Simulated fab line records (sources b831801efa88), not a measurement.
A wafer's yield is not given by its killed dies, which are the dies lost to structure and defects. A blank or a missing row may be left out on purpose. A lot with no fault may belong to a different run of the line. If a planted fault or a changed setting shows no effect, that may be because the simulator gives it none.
Chamber matching / flow sky130 / SKY_PASSIVATION_CVD_02 on pecvd-03: 3 sister chambers
The step deposits Si3N4, target thk 540 nm. 3 wafers are shown with their chamber, then 7 later ones without.

== WAFERS WITH THEIR CHAMBER ==
wafer=L189.3; chamber=1; heater power w (W)=1136
wafer=L191.1; chamber=0; heater power w (W)=841
wafer=L191.2; chamber=2; heater power w (W)=759

== WAFERS WITHOUT THEIR CHAMBER ==
wafer=L191.6; heater power w (W)=1081
wafer=L197.1; heater power w (W)=778
wafer=L197.3; heater power w (W)=1112
wafer=L197.5; heater power w (W)=633
wafer=L203.2; heater power w (W)=792
wafer=L203.4; heater power w (W)=1129
wafer=L203.5; heater power w (W)=729

== EACH ONE'S CHAMBER ==
wafer=L191.6; from the rows above=1; in truth=1
wafer=L197.1; from the rows above=can't be placed: 2 or 0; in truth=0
wafer=L197.3; from the rows above=1; in truth=1
wafer=L197.5; from the rows above=can't be placed: 2 or 0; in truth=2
wafer=L203.2; from the rows above=can't be placed: 2 or 0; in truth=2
wafer=L203.4; from the rows above=1; in truth=1
wafer=L203.5; from the rows above=can't be placed: 2 or 0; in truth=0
Correct placement for 3 of the 7. These rows do not allow placing 4 (true chamber among the candidates in 4). Wrongly placed: 0.
How it was worked out, from the rows above alone: a wafer's distance from a chamber is the root of the sum, over the readings, of the square of ((its reading less the chamber's mean) divided by the reading's scatter). The wafer belongs to the nearest chamber; if the next one is less than 2 further off, it can't be placed. For every chamber, the mean is computed from those of its wafers that are shown. The scatter (one wafer shown for each chamber): square how far every hidden wafer sits from the nearest shown wafer, average those squares and take the square root.
